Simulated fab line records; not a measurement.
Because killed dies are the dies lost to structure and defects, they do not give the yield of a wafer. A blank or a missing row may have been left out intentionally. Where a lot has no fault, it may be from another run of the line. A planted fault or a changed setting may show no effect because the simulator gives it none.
Which tool was responsible? / flow gf180mcu / 72 wafers from 24 lots sampled at 4 of the route's 602 steps

== WHAT THE GAUGES SHOWED, per wafer ==
GF_MIM_THK_MEAS_06. Usual: MIM_CVD_05_THK 41.8 nm, standard deviation 0.56.
lot=L074; measured=day 24 07:07; on=film_metro-03; MIM_CVD_05_THK (nm)=41.7 42.1 42.1; flag=
lot=L075; measured=day 24 16:40; on=film_metro-04; MIM_CVD_05_THK (nm)=42.4 41.9 42.4; flag=
lot=L076; measured=day 25 02:17; on=film_metro-02; MIM_CVD_05_THK (nm)=42.0 42.1 41.8; flag=
lot=L077; measured=day 25 11:44; on=film_metro-04; MIM_CVD_05_THK (nm)=42.1 40.5 41.4; flag=
lot=L078; measured=day 25 19:01; on=film_metro-02; MIM_CVD_05_THK (nm)=42.0 41.1 41.2; flag=
lot=L079; measured=day 26 04:14; on=film_metro-04; MIM_CVD_05_THK (nm)=41.0 42.0 41.8; flag=
lot=L080; measured=day 26 12:01; on=film_metro-03; MIM_CVD_05_THK (nm)=41.5 41.8 42.5; flag=
lot=L081; measured=day 26 21:14; on=film_metro-04; MIM_CVD_05_THK (nm)=41.7 41.6 42.3; flag=
lot=L082; measured=day 27 07:38; on=film_metro-04; MIM_CVD_05_THK (nm)=41.4 42.7 40.9; flag=
lot=L083; measured=day 27 14:10; on=film_metro-03; MIM_CVD_05_THK (nm)=41.3 41.1 41.4; flag=
lot=L084; measured=day 27 19:21; on=film_metro-02; MIM_CVD_05_THK (nm)=41.2 40.9 41.9; flag=
lot=L085; measured=day 28 00:27; on=film_metro-02; MIM_CVD_05_THK (nm)=41.2 41.6 42.3; flag=
lot=L086; measured=day 28 08:52; on=film_metro-04; MIM_CVD_05_THK (nm)=41.6 41.9 42.1; flag=
lot=L087; measured=day 28 18:08; on=film_metro-03; MIM_CVD_05_THK (nm)=41.3 41.1 42.7; flag=
lot=L088; measured=day 29 01:19; on=film_metro-04; MIM_CVD_05_THK (nm)=41.7 42.5 42.3; flag=
lot=L089; measured=day 29 08:55; on=film_metro-02; MIM_CVD_05_THK (nm)=41.6 41.1 41.9; flag=
lot=L090; measured=day 29 12:38; on=film_metro-03; MIM_CVD_05_THK (nm)=41.6 41.9 41.4; flag=
lot=L091; measured=day 29 21:56; on=film_metro-03; MIM_CVD_05_THK (nm)=42.3 40.9 42.1; flag=
lot=L092; measured=day 30 07:54; on=film_metro-04; MIM_CVD_05_THK (nm)=42.2 42.3 42.0; flag=
lot=L093; measured=day 30 06:16; on=film_metro-02; MIM_CVD_05_THK (nm)=41.9 42.0 42.4; flag=
lot=L094; measured=day 30 13:59; on=film_metro-03; MIM_CVD_05_THK (nm)=41.3 41.7 40.8; flag=
lot=L095; measured=day 30 21:00; on=film_metro-04; MIM_CVD_05_THK (nm)=41.2 41.6 42.2; flag=
lot=L096; measured=day 31 01:22; on=film_metro-02; MIM_CVD_05_THK (nm)=41.1 42.3 42.0; flag=
lot=L097; measured=day 31 11:45; on=film_metro-02; MIM_CVD_05_THK (nm)=42.2 42.2 41.8; flag=

== TOOL THAT RAN EACH LOT (tool first, then ch and the chambers of the sampled wafers, then the start) ==
lot=L074; GF_M3_STRIP_17=plasma_asher-03 ch 0,1, day 21 06:01; GF_V3_STRIP_18=plasma_asher-04 ch 0,1, day 22 06:56; GF_V4_SPUTTER_21=pvd_sputter-04, day 24 06:10
lot=L075; GF_M3_STRIP_17=plasma_asher-03 ch 0,1, day 21 13:58; GF_V3_STRIP_18=plasma_asher-03 ch 0,1, day 22 14:41; GF_V4_SPUTTER_21=pvd_sputter-02, day 24 15:43
lot=L076; GF_M3_STRIP_17=plasma_asher-01 ch 0,1, day 22 02:27; GF_V3_STRIP_18=plasma_asher-02 ch 0,1, day 23 02:02; GF_V4_SPUTTER_21=pvd_sputter-04, day 25 01:20
lot=L077; GF_M3_STRIP_17=plasma_asher-04 ch 0,1, day 22 10:58; GF_V3_STRIP_18=plasma_asher-04 ch 0,1, day 23 11:50; GF_V4_SPUTTER_21=pvd_sputter-02, day 25 10:46
lot=L078; GF_M3_STRIP_17=plasma_asher-04 ch 0,1, day 22 19:14; GF_V3_STRIP_18=plasma_asher-03 ch 0,1, day 23 19:02; GF_V4_SPUTTER_21=pvd_sputter-04, day 25 18:04
lot=L079; GF_M3_STRIP_17=plasma_asher-03 ch 0,1, day 23 04:46; GF_V3_STRIP_18=plasma_asher-04 ch 0,1, day 24 04:38; GF_V4_SPUTTER_21=pvd_sputter-01, day 26 03:15
lot=L080; GF_M3_STRIP_17=plasma_asher-04 ch 0,1, day 23 14:07; GF_V3_STRIP_18=plasma_asher-02 ch 0,1, day 24 13:14; GF_V4_SPUTTER_21=pvd_sputter-02, day 26 11:01
lot=L081; GF_M3_STRIP_17=plasma_asher-01 ch 0,1, day 24 00:34; GF_V3_STRIP_18=plasma_asher-03 ch 0,1, day 24 23:29; GF_V4_SPUTTER_21=pvd_sputter-01, day 26 20:16
lot=L082; GF_M3_STRIP_17=plasma_asher-03 ch 0,1, day 24 11:28; GF_V3_STRIP_18=plasma_asher-03 ch 0,1, day 25 10:01; GF_V4_SPUTTER_21=pvd_sputter-02, day 27 06:40
lot=L083; GF_M3_STRIP_17=plasma_asher-04 ch 0,1, day 24 17:37; GF_V3_STRIP_18=plasma_asher-04 ch 0,1, day 25 16:29; GF_V4_SPUTTER_21=pvd_sputter-02, day 27 13:13
lot=L084; GF_M3_STRIP_17=plasma_asher-03 ch 0,1, day 25 00:25; GF_V3_STRIP_18=plasma_asher-04 ch 0,1, day 25 22:35; GF_V4_SPUTTER_21=pvd_sputter-02, day 27 18:24
lot=L085; GF_M3_STRIP_17=plasma_asher-04 ch 0,1, day 25 05:06; GF_V3_STRIP_18=plasma_asher-02 ch 0,1, day 26 03:43; GF_V4_SPUTTER_21=pvd_sputter-01, day 27 23:28
lot=L086; GF_M3_STRIP_17=plasma_asher-03 ch 0,1, day 25 13:23; GF_V3_STRIP_18=plasma_asher-02 ch 0,1, day 26 11:44; GF_V4_SPUTTER_21=pvd_sputter-01, day 28 07:55
lot=L087; GF_M3_STRIP_17=plasma_asher-03 ch 0,1, day 25 23:52; GF_V3_STRIP_18=plasma_asher-03 ch 0,1, day 26 22:01; GF_V4_SPUTTER_21=pvd_sputter-02, day 28 17:10
lot=L088; GF_M3_STRIP_17=plasma_asher-04 ch 0,1, day 26 08:07; GF_V3_STRIP_18=plasma_asher-04 ch 0,1, day 27 05:32; GF_V4_SPUTTER_21=pvd_sputter-01, day 29 00:05
lot=L089; GF_M3_STRIP_17=plasma_asher-03 ch 0,1, day 26 16:28; GF_V3_STRIP_18=plasma_asher-03 ch 0,1, day 27 14:05; GF_V4_SPUTTER_21=pvd_sputter-01, day 29 07:58
lot=L090; GF_M3_STRIP_17=plasma_asher-03 ch 0,1, day 26 19:22; GF_V3_STRIP_18=plasma_asher-03 ch 0,1, day 27 17:11; GF_V4_SPUTTER_21=pvd_sputter-01, day 29 11:40
lot=L091; GF_M3_STRIP_17=plasma_asher-04 ch 0,1, day 27 04:54; GF_V3_STRIP_18=plasma_asher-02 ch 0,1, day 28 01:41; GF_V4_SPUTTER_21=pvd_sputter-04, day 29 19:04
lot=L092; GF_M3_STRIP_17=plasma_asher-03 ch 0,1, day 27 12:00; GF_V3_STRIP_18=plasma_asher-04 ch 0,1, day 28 08:41; GF_V4_SPUTTER_21=pvd_sputter-04, day 30 01:55
lot=L093; GF_M3_STRIP_17=plasma_asher-04 ch 0,1, day 27 15:33; GF_V3_STRIP_18=plasma_asher-02 ch 0, day 28 12:17; GF_V4_SPUTTER_21=pvd_sputter-02, day 30 05:13
lot=L094; GF_M3_STRIP_17=plasma_asher-03 ch 0,1, day 28 01:03; GF_V3_STRIP_18=plasma_asher-02 ch 0,1, day 28 20:53; GF_V4_SPUTTER_21=pvd_sputter-04, day 30 13:02
lot=L095; GF_M3_STRIP_17=plasma_asher-04 ch 1, day 28 07:58; GF_V3_STRIP_18=plasma_asher-03 ch 0,1, day 29 03:53; GF_V4_SPUTTER_21=pvd_sputter-04, day 30 20:02
lot=L096; GF_M3_STRIP_17=plasma_asher-04 ch 0,1, day 28 11:58; GF_V3_STRIP_18=plasma_asher-03 ch 0,1, day 29 07:49; GF_V4_SPUTTER_21=pvd_sputter-01, day 31 00:19
lot=L097; GF_M3_STRIP_17=plasma_asher-04 ch 0,1, day 28 22:33; GF_V3_STRIP_18=plasma_asher-04 ch 0,1, day 29 18:40; GF_V4_SPUTTER_21=pvd_sputter-01, day 31 10:28
- GF_M3_STRIP_17: strips in O2/N2.
- GF_V3_STRIP_18: strips in O2/N2.
- GF_V4_SPUTTER_21: material Ti, target thk 15 nm, time 80.02 s.

== AS READ BY THE TOOLS THEMSELVES (means over the sampled wafers that have a number; for cases with no such wafer, the mark the record gives instead) ==
GF_M3_STRIP_17. Usual: chamber_pressure_mTorr 1500.0 mTorr, standard deviation 1.3; drypump_motor_current_A 5.5 A, standard deviation 0.49; heater_power_w 327 W, standard deviation 32; oes_product_au 0.558 a.u., standard deviation 0.0052; strip_time_to_endpoint_s 7.88 s, standard deviation 0.056.
lot=L074; tool=plasma_asher-03; chamber_pressure_mTorr (mTorr)=1500.7; drypump_motor_current_A (A)=6.0; heater_power_w (W)=315; oes_product_au (a.u.)=0.562; strip_time_to_endpoint_s (s)=7.84; flag=
lot=L075; tool=plasma_asher-03; chamber_pressure_mTorr (mTorr)=1501.4; drypump_motor_current_A (A)=5.6; heater_power_w (W)=303; oes_product_au (a.u.)=0.555; strip_time_to_endpoint_s (s)=7.93; flag=
lot=L076; tool=plasma_asher-01; chamber_pressure_mTorr (mTorr)=1500.1; drypump_motor_current_A (A)=5.7; heater_power_w (W)=346; oes_product_au (a.u.)=0.557; strip_time_to_endpoint_s (s)=7.93; flag=
lot=L077; tool=plasma_asher-04; chamber_pressure_mTorr (mTorr)=1499.0; drypump_motor_current_A (A)=5.3; heater_power_w (W)=360; oes_product_au (a.u.)=0.556; strip_time_to_endpoint_s (s)=7.81; flag=
lot=L078; tool=plasma_asher-04; chamber_pressure_mTorr (mTorr)=1499.7; drypump_motor_current_A (A)=5.2; heater_power_w (W)=337; oes_product_au (a.u.)=0.564; strip_time_to_endpoint_s (s)=7.96; flag=
lot=L079; tool=plasma_asher-03; chamber_pressure_mTorr (mTorr)=1498.7; drypump_motor_current_A (A)=5.6; heater_power_w (W)=301; oes_product_au (a.u.)=0.560; strip_time_to_endpoint_s (s)=7.85; flag=
lot=L080; tool=plasma_asher-04; chamber_pressure_mTorr (mTorr)=1499.6; drypump_motor_current_A (A)=5.2; heater_power_w (W)=335; oes_product_au (a.u.)=0.555; strip_time_to_endpoint_s (s)=7.86; flag=
lot=L081; tool=plasma_asher-01; chamber_pressure_mTorr (mTorr)=1500.4; drypump_motor_current_A (A)=5.8; heater_power_w (W)=343; oes_product_au (a.u.)=0.557; strip_time_to_endpoint_s (s)=7.82; flag=
lot=L082; tool=plasma_asher-03; chamber_pressure_mTorr (mTorr)=1500.3; drypump_motor_current_A (A)=5.6; heater_power_w (W)=301; oes_product_au (a.u.)=0.561; strip_time_to_endpoint_s (s)=7.96; flag=
lot=L083; tool=plasma_asher-04; chamber_pressure_mTorr (mTorr)=1500.5; drypump_motor_current_A (A)=5.3; heater_power_w (W)=334; oes_product_au (a.u.)=0.551; strip_time_to_endpoint_s (s)=7.86; flag=
lot=L084; tool=plasma_asher-03; chamber_pressure_mTorr (mTorr)=1500.0; drypump_motor_current_A (A)=5.6; heater_power_w (W)=297; oes_product_au (a.u.)=0.563; strip_time_to_endpoint_s (s)=7.92; flag=
lot=L085; tool=plasma_asher-04; chamber_pressure_mTorr (mTorr)=1499.4; drypump_motor_current_A (A)=5.3; heater_power_w (W)=333; oes_product_au (a.u.)=0.560; strip_time_to_endpoint_s (s)=7.87; flag=
lot=L086; tool=plasma_asher-03; chamber_pressure_mTorr (mTorr)=1499.7; drypump_motor_current_A (A)=5.6; heater_power_w (W)=297; oes_product_au (a.u.)=0.564; strip_time_to_endpoint_s (s)=7.92; flag=
lot=L087; tool=plasma_asher-03; chamber_pressure_mTorr (mTorr)=1500.8; drypump_motor_current_A (A)=6.0; heater_power_w (W)=313; oes_product_au (a.u.)=0.555; strip_time_to_endpoint_s (s)=7.88; flag=
lot=L088; tool=plasma_asher-04; chamber_pressure_mTorr (mTorr)=1498.8; drypump_motor_current_A (A)=5.3; heater_power_w (W)=352; oes_product_au (a.u.)=0.559; strip_time_to_endpoint_s (s)=7.87; flag=
lot=L089; tool=plasma_asher-03; chamber_pressure_mTorr (mTorr)=1500.9; drypump_motor_current_A (A)=5.6; heater_power_w (W)=298; oes_product_au (a.u.)=0.554; strip_time_to_endpoint_s (s)=7.84; flag=
lot=L090; tool=plasma_asher-03; chamber_pressure_mTorr (mTorr)=1499.2; drypump_motor_current_A (A)=6.0; heater_power_w (W)=318; oes_product_au (a.u.)=0.549; strip_time_to_endpoint_s (s)=7.81; flag=
lot=L091; tool=plasma_asher-04; chamber_pressure_mTorr (mTorr)=1499.5; drypump_motor_current_A (A)=5.2; heater_power_w (W)=336; oes_product_au (a.u.)=0.556; strip_time_to_endpoint_s (s)=7.84; flag=
lot=L092; tool=plasma_asher-03; chamber_pressure_mTorr (mTorr)=1500.8; drypump_motor_current_A (A)=5.6; heater_power_w (W)=299; oes_product_au (a.u.)=0.555; strip_time_to_endpoint_s (s)=7.87; flag=
lot=L093; tool=plasma_asher-04; chamber_pressure_mTorr (mTorr)=1499.5; drypump_motor_current_A (A)=5.3; heater_power_w (W)=350; oes_product_au (a.u.)=0.556; strip_time_to_endpoint_s (s)=7.87; flag=
lot=L094; tool=plasma_asher-03; chamber_pressure_mTorr (mTorr)=1499.9; drypump_motor_current_A (A)=6.0; heater_power_w (W)=313; oes_product_au (a.u.)=0.553; strip_time_to_endpoint_s (s)=7.87; flag=
lot=L095; tool=plasma_asher-04; chamber_pressure_mTorr (mTorr)=1498.8; drypump_motor_current_A (A)=5.4; heater_power_w (W)=377; oes_product_au (a.u.)=0.556; strip_time_to_endpoint_s (s)=7.91; flag=
lot=L096; tool=plasma_asher-04; chamber_pressure_mTorr (mTorr)=1499.3; drypump_motor_current_A (A)=5.3; heater_power_w (W)=336; oes_product_au (a.u.)=0.558; strip_time_to_endpoint_s (s)=7.90; flag=
lot=L097; tool=plasma_asher-04; chamber_pressure_mTorr (mTorr)=1500.4; drypump_motor_current_A (A)=5.3; heater_power_w (W)=353; oes_product_au (a.u.)=0.555; strip_time_to_endpoint_s (s)=7.89; flag=

GF_V3_STRIP_18. Usual: chamber_pressure_mTorr 1500.1 mTorr, standard deviation 1.3; drypump_motor_current_A 5.7 A, standard deviation 0.51; heater_power_w 343 W, standard deviation 43; oes_product_au 0.594 a.u., standard deviation 0.005.
lot=L074; tool=plasma_asher-04; chamber_pressure_mTorr (mTorr)=1498.5; drypump_motor_current_A (A)=5.3; heater_power_w (W)=354; oes_product_au (a.u.)=0.604; flag=
lot=L075; tool=plasma_asher-03; chamber_pressure_mTorr (mTorr)=1501.9; drypump_motor_current_A (A)=6.0; heater_power_w (W)=310; oes_product_au (a.u.)=0.590; flag=
lot=L076; tool=plasma_asher-02; chamber_pressure_mTorr (mTorr)=1501.4; drypump_motor_current_A (A)=6.1; heater_power_w (W)=397; oes_product_au (a.u.)=0.592; flag=
lot=L077; tool=plasma_asher-04; chamber_pressure_mTorr (mTorr)=1499.5; drypump_motor_current_A (A)=5.3; heater_power_w (W)=351; oes_product_au (a.u.)=0.598; flag=
lot=L078; tool=plasma_asher-03; chamber_pressure_mTorr (mTorr)=1501.3; drypump_motor_current_A (A)=6.0; heater_power_w (W)=314; oes_product_au (a.u.)=0.593; flag=
lot=L079; tool=plasma_asher-04; chamber_pressure_mTorr (mTorr)=1499.4; drypump_motor_current_A (A)=5.2; heater_power_w (W)=332; oes_product_au (a.u.)=0.594; flag=
lot=L080; tool=plasma_asher-02; chamber_pressure_mTorr (mTorr)=1500.2; drypump_motor_current_A (A)=6.0; heater_power_w (W)=376; oes_product_au (a.u.)=0.596; flag=
lot=L081; tool=plasma_asher-03; chamber_pressure_mTorr (mTorr)=1501.2; drypump_motor_current_A (A)=5.6; heater_power_w (W)=304; oes_product_au (a.u.)=0.592; flag=
lot=L082; tool=plasma_asher-03; chamber_pressure_mTorr (mTorr)=1499.4; drypump_motor_current_A (A)=5.6; heater_power_w (W)=296; oes_product_au (a.u.)=0.599; flag=
lot=L083; tool=plasma_asher-04; chamber_pressure_mTorr (mTorr)=1500.9; drypump_motor_current_A (A)=5.3; heater_power_w (W)=337; oes_product_au (a.u.)=0.593; flag=
lot=L084; tool=plasma_asher-04; chamber_pressure_mTorr (mTorr)=1500.5; drypump_motor_current_A (A)=5.2; heater_power_w (W)=335; oes_product_au (a.u.)=0.599; flag=
lot=L085; tool=plasma_asher-02; chamber_pressure_mTorr (mTorr)=1500.0; drypump_motor_current_A (A)=5.9; heater_power_w (W)=371; oes_product_au (a.u.)=0.591; flag=
lot=L086; tool=plasma_asher-02; chamber_pressure_mTorr (mTorr)=1499.9; drypump_motor_current_A (A)=6.0; heater_power_w (W)=372; oes_product_au (a.u.)=0.589; flag=
lot=L087; tool=plasma_asher-03; chamber_pressure_mTorr (mTorr)=1501.3; drypump_motor_current_A (A)=6.0; heater_power_w (W)=314; oes_product_au (a.u.)=0.593; flag=
lot=L088; tool=plasma_asher-04; chamber_pressure_mTorr (mTorr)=1499.7; drypump_motor_current_A (A)=5.2; heater_power_w (W)=341; oes_product_au (a.u.)=0.597; flag=
lot=L089; tool=plasma_asher-03; chamber_pressure_mTorr (mTorr)=1499.3; drypump_motor_current_A (A)=6.0; heater_power_w (W)=312; oes_product_au (a.u.)=0.594; flag=
lot=L090; tool=plasma_asher-03; chamber_pressure_mTorr (mTorr)=1499.9; drypump_motor_current_A (A)=6.0; heater_power_w (W)=312; oes_product_au (a.u.)=0.593; flag=
lot=L091; tool=plasma_asher-02; chamber_pressure_mTorr (mTorr)=1499.0; drypump_motor_current_A (A)=6.1; heater_power_w (W)=396; oes_product_au (a.u.)=0.598; flag=
lot=L092; tool=plasma_asher-04; chamber_pressure_mTorr (mTorr)=1499.3; drypump_motor_current_A (A)=5.3; heater_power_w (W)=356; oes_product_au (a.u.)=0.595; flag=
lot=L093; tool=plasma_asher-02; chamber_pressure_mTorr (mTorr)=1500.7; drypump_motor_current_A (A)=5.7; heater_power_w (W)=354; oes_product_au (a.u.)=0.596; flag=
lot=L094; tool=plasma_asher-02; chamber_pressure_mTorr (mTorr)=1500.7; drypump_motor_current_A (A)=6.0; heater_power_w (W)=374; oes_product_au (a.u.)=0.592; flag=
lot=L095; tool=plasma_asher-03; chamber_pressure_mTorr (mTorr)=1500.6; drypump_motor_current_A (A)=5.6; heater_power_w (W)=297; oes_product_au (a.u.)=0.594; flag=
lot=L096; tool=plasma_asher-03; chamber_pressure_mTorr (mTorr)=1500.1; drypump_motor_current_A (A)=5.6; heater_power_w (W)=301; oes_product_au (a.u.)=0.595; flag=
lot=L097; tool=plasma_asher-04; chamber_pressure_mTorr (mTorr)=1499.8; drypump_motor_current_A (A)=5.2; heater_power_w (W)=336; oes_product_au (a.u.)=0.595; flag=

GF_V4_SPUTTER_21. Usual: throttle_valve_pct at 29.5 %, with a standard deviation of 1.1.
lot=L074; tool=pvd_sputter-04; throttle_valve_pct (%)=30.7; flag=
lot=L075; tool=pvd_sputter-02; throttle_valve_pct (%)=28.3; flag=
lot=L076; tool=pvd_sputter-04; throttle_valve_pct (%)=30.1; flag=
lot=L077; tool=pvd_sputter-02; throttle_valve_pct (%)=29.1; flag=
lot=L078; tool=pvd_sputter-04; throttle_valve_pct (%)=30.5; flag=
lot=L079; tool=pvd_sputter-01; throttle_valve_pct (%)=29.0; flag=
lot=L080; tool=pvd_sputter-02; throttle_valve_pct (%)=29.1; flag=
lot=L081; tool=pvd_sputter-01; throttle_valve_pct (%)=29.3; flag=
lot=L082; tool=pvd_sputter-02; throttle_valve_pct (%)=28.7; flag=
lot=L083; tool=pvd_sputter-02; throttle_valve_pct (%)=29.6; flag=
lot=L084; tool=pvd_sputter-02; throttle_valve_pct (%)=29.6; flag=
lot=L085; tool=pvd_sputter-01; throttle_valve_pct (%)=29.5; flag=
lot=L086; tool=pvd_sputter-01; throttle_valve_pct (%)=29.6; flag=
lot=L087; tool=pvd_sputter-02; throttle_valve_pct (%)=29.1; flag=
lot=L088; tool=pvd_sputter-01; throttle_valve_pct (%)=29.0; flag=
lot=L089; tool=pvd_sputter-01; throttle_valve_pct (%)=29.2; flag=
lot=L090; tool=pvd_sputter-01; throttle_valve_pct (%)=30.1; flag=
lot=L091; tool=pvd_sputter-04; throttle_valve_pct (%)=30.8; flag=
lot=L092; tool=pvd_sputter-04; throttle_valve_pct (%)=30.6; flag=
lot=L093; tool=pvd_sputter-02; throttle_valve_pct (%)=28.3; flag=
lot=L094; tool=pvd_sputter-04; throttle_valve_pct (%)=29.7; flag=
lot=L095; tool=pvd_sputter-04; throttle_valve_pct (%)=30.7; flag=
lot=L096; tool=pvd_sputter-01; throttle_valve_pct (%)=29.0; flag=
lot=L097; tool=pvd_sputter-01; throttle_valve_pct (%)=29.4; flag=

== THE ANSWER, worked out from the rows above alone ==
Rule: lot off if the mean of its wafers having a number is beyond 3 standard deviations from the usual mean. A lot without any number at a reading at which 4 lots or more have one is off too. Where the step has rows for the other lots, those lots are counted as sound. The gauges are gone through in route order, then the tools' own readings, and for those a lot's mean is taken as printed above. At the first step where some lot is off, the reading lying furthest off is the one used; lots without a number count as furthest.
None of the lots is off at any reading shown; this tells nothing.

== WHAT WAS PUT IN BY THE SIMULATOR ==
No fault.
